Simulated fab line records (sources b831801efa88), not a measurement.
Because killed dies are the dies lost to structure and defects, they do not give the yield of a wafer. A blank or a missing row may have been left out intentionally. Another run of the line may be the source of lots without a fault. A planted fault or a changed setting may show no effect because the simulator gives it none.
Which tool was responsible? | flow gf180mcu | 12 lots, 36 wafers sampled, at 3 steps of a route of 602

== WHAT EACH GAUGE READ, for each wafer ==
GF_V1_BOW_MEAS_05.
lot  | measured     | on           | V1_BOW (um)
L075 | day 17 09:44 | filmMetro-04 | 82 74 74
L077 | day 18 08:42 | filmMetro-03 | 75 84 84
L079 | day 19 02:16 | filmMetro-04 | 73 86 79
L081 | day 19 15:41 | filmMetro-04 | 82 81 74
L083 | day 20 20:04 | filmMetro-03 | 86 89 83
L085 | day 21 10:02 | filmMetro-04 | 82 81 88
L087 | day 22 07:40 | filmMetro-02 | 86 83 81
L089 | day 22 20:51 | filmMetro-02 | 77 89 77
L091 | day 23 10:08 | filmMetro-03 | 79 88 75
L093 | day 23 21:43 | filmMetro-02 | 79 74 85
L095 | day 24 15:01 | filmMetro-03 | 72 69 69
L097 | day 25 10:56 | filmMetro-02 | 91 82 82

== TOOL THAT RAN EACH LOT (tool first, then ch and the chambers of the sampled wafers, then the start) ==
lot  | GF_SALICIDE_SPUTTER_03      | GF_CONTACT_CVD_02
L075 | pvdSputter-02, day 15 09:44 | pecvd-02 ch 0,1,2, day 15 10:23
L077 | pvdSputter-02, day 16 06:41 | pecvd-01 ch 0,1, day 16 07:18
L079 | pvdSputter-04, day 16 22:08 | pecvd-04 ch 0,2, day 16 22:45
L081 | pvdSputter-03, day 17 12:08 | pecvd-02 ch 2, day 17 12:45
L083 | pvdSputter-03, day 18 15:20 | pecvd-02 ch 0,1,2, day 18 15:56
L085 | pvdSputter-04, day 19 05:16 | pecvd-02 ch 0,1,2, day 19 05:53
L087 | pvdSputter-04, day 20 04:00 | pecvd-01 ch 0,1,2, day 20 04:36
L089 | pvdSputter-02, day 20 17:31 | pecvd-02 ch 0,1,2, day 20 18:07
L091 | pvdSputter-03, day 21 08:14 | pecvd-01 ch 0,1,2, day 21 08:51
L093 | pvdSputter-02, day 21 20:40 | pecvd-02 ch 0,1, day 21 21:16
L095 | pvdSputter-04, day 22 15:00 | pecvd-02 ch 0,1,2, day 22 15:43
L097 | pvdSputter-04, day 23 10:10 | pecvd-01 ch 1,2, day 23 10:52
- GF_SALICIDE_SPUTTER_03: material TiN, target thk 20 nm, time 16.7 s.
- GF_CONTACT_CVD_02: deposits SiO2 from TEOS, target thk 860 nm, time 95.992 s.

== THE ANSWER, worked out from the rows above alone ==
Rule: what is usual is taken from the lots themselves. Put in order of their means at a reading, lots are off if they are a third of the lots or fewer, leave a main group of 4 or more, and stand apart from it by a gap of 3 or more times the standard deviation of the main group's means; of several such gaps the widest counts. The tables above print the reading to a certain number of digits; a main group whose means all agree to those digits is not used. Also off: a lot with no number at a reading for which 4 or more lots have one. Where the step has rows for the other lots, those lots are counted as sound.
None of the lots is off at any reading shown; this tells nothing.

== WHAT THE SIMULATOR HAD PUT IN ==
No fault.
